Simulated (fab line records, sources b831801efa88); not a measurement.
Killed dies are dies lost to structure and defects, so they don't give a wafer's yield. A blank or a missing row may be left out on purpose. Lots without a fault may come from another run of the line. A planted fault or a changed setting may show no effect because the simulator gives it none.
A struck lot beside a sound one | flow gf180mcu | 20 steps out of a route of 602
Sound: wafers L293.3, L293.4, L293.5. Struck: wafers L297.2, L297.3, L297.5. The cause comes at the end.
At each step with rows: each side's tool, then ch and its chambers, then its first start. Under that, the readings that differ: sound wafers | struck wafers | difference of the means | sigmas: that difference in standard deviations of wafers without a fault.
alike: readings whose means differ by less than 2 such deviations, and words and numbers that are the same on both sides. not compared: withheld readings, readings that some wafer has no value for, bounds like >300 that may hide the same value, and numbers for which the record gives no deviation and whose values overlap.
The two part at a step that has a row with sigmas, a row that says differs or no value, or rows on one side only. Numbers that don't overlap but have no deviation are shown without sigmas and don't part them. A reading that every wafer of one side lacks parts them only if that side has two wafers or more.

GF_V1_CMP_26: polishes, stops on SiO2, t overpolish 15 s, target thk 0 nm.
  sound on cmp-01 ch 0,2,3, day 22 11:10; struck on cmp-01 ch 0,2, day 23 19:46
  reading                | sound    | struck   | difference | sigmas
  time_to_endpoint_s (s) | 80 85 81 | 91 89 88 | +7         | +2
  alike: motor_current_A, overpolish_run_s
GF_M2_SPUTTER_00: material Ti, target thk 37.5 nm, time 150 s.
  sound on pvd_sputter-03, day 22 11:28; struck on pvd_sputter-03, day 23 20:04
  alike: throttle_valve_pct
GF_M2_SPUTTER_01: material TiN, target thk 30 nm, time 25 s.
  sound on pvd_sputter-03, day 22 11:34; struck on pvd_sputter-03, day 23 20:10
  alike: throttle_valve_pct
then, 1 step without rows for these wafers: GF_M2_SPUTTER_02 (material AlCu, target thk 450 nm, time 23.9 s).
GF_M2_SPUTTER_03: material Ti, target thk 10 nm, time 6.7 s.
  sound on pvd_sputter-03, day 22 11:38; struck on pvd_sputter-03, day 23 20:13
  alike: throttle_valve_pct
GF_M2_SPUTTER_04: material TiN, target thk 50 nm, time 41.7 s.
  sound on pvd_sputter-03, day 22 11:40; struck on pvd_sputter-03, day 23 20:14
  alike: throttle_valve_pct
GF_M2_RS_MEAS_05: measures by four-point-probe.
  sound on film_metro-04, day 22 11:44; struck on film_metro-01, day 23 20:18
  alike: M2_ALCU_RS
GF_M2_THK_MEAS_06: measures by xrf.
  sound on film_metro-04, day 22 11:50; struck on film_metro-01, day 23 20:25
  alike: M2_ALCU_THK
then, 4 steps without rows for these wafers: GF_M2_DEHYDRATE_07 (time 60 s); GF_M2_HMDS_08 (prime time 60 s); GF_M2_COAT_09 (resist thk 1014 nm); GF_M2_SOFTBAKE_10 (time 60 s).
GF_M2_EXPOSE_11: exposes mask Metal2, target cd 280 nm.
  sound on krf_scanner-02 ch 0, day 22 23:04; struck on krf_scanner-01 ch 0, day 24 07:04
  reading              | sound                | struck               | difference | sigmas
  exposure_dose_mJ_cm2 | 28.143 28.130 28.125 | 27.013 27.020 27.056 | -1.103     | -42
  alike: mask
then, 2 steps without rows for these wafers: GF_M2_PEB_12 (peb time 90 s); GF_M2_DEVELOP_13 (develop time 60 s).
GF_M2_CD_MEAS_14: target cd 280 nm.
  sound on cd_sem-02, day 23 10:31; struck on cd_sem-01, day 24 17:41
  reading    | sound             | struck            | difference | sigmas
  cd_nm (nm) | 279.7 279.0 280.2 | 246.3 252.1 257.8 | -27.6      | -20
GF_M2_OVL_MEAS_15:
  sound on overlay-01, day 23 10:37; struck on overlay-01, day 24 17:47
  alike: M2_OVL
GF_M2_METAL_ETCH_16: etches the open film in Cl2/BCl3, stops on SiO2, target depth 627.5 nm, time 104.6 s.
  sound on rie_metal-03 ch 0,1, day 23 10:40; struck on rie_metal-02 ch 0,1, day 24 17:49
  reading             | sound             | struck            | difference | sigmas
  model.M2.cd_nm (nm) | 278.3 276.6 280.2 | 249.4 253.3 262.3 | -23.4      |
  alike: drypump_motor_current_A, mfc_cl2_sccm, oes_product_au, rf_fwd_power_W, throttle_valve_pct
  not compared: rf_hours_counter_h
then, 1 step without rows for these wafers: GF_M2_STRIP_17 (strips in O2/N2).
-- the record jumps here: 9 days lie between the struck wafers' starts before and after (it left off in module M2 and takes up again in module PASSIVATION, whose first step shown is number 602 of the route) --
GF_PASSIVATION_PROBE_99:
  sound on prober-02, day 32 06:58; struck on prober-02, day 33 07:40
  reading                        | sound               | struck               | difference | sigmas
  model.etest.met2.width_nm (nm) | 277 275.1 281.5     | 249.1 254.2 261.9    | -22.8      |
  model.etest.met2.line_ohm_um   | 0.2602 0.2618 0.256 | 0.2848 0.2837 0.2748 | +0.0218    |

WHERE THEY PART
First at GF_V1_CMP_26; last, within this record, at GF_M2_CD_MEAS_14. Later steps at which nothing parts them and some readings are alike: GF_M2_OVL_MEAS_15, GF_M2_METAL_ETCH_16.

WHY: what the simulator had put in
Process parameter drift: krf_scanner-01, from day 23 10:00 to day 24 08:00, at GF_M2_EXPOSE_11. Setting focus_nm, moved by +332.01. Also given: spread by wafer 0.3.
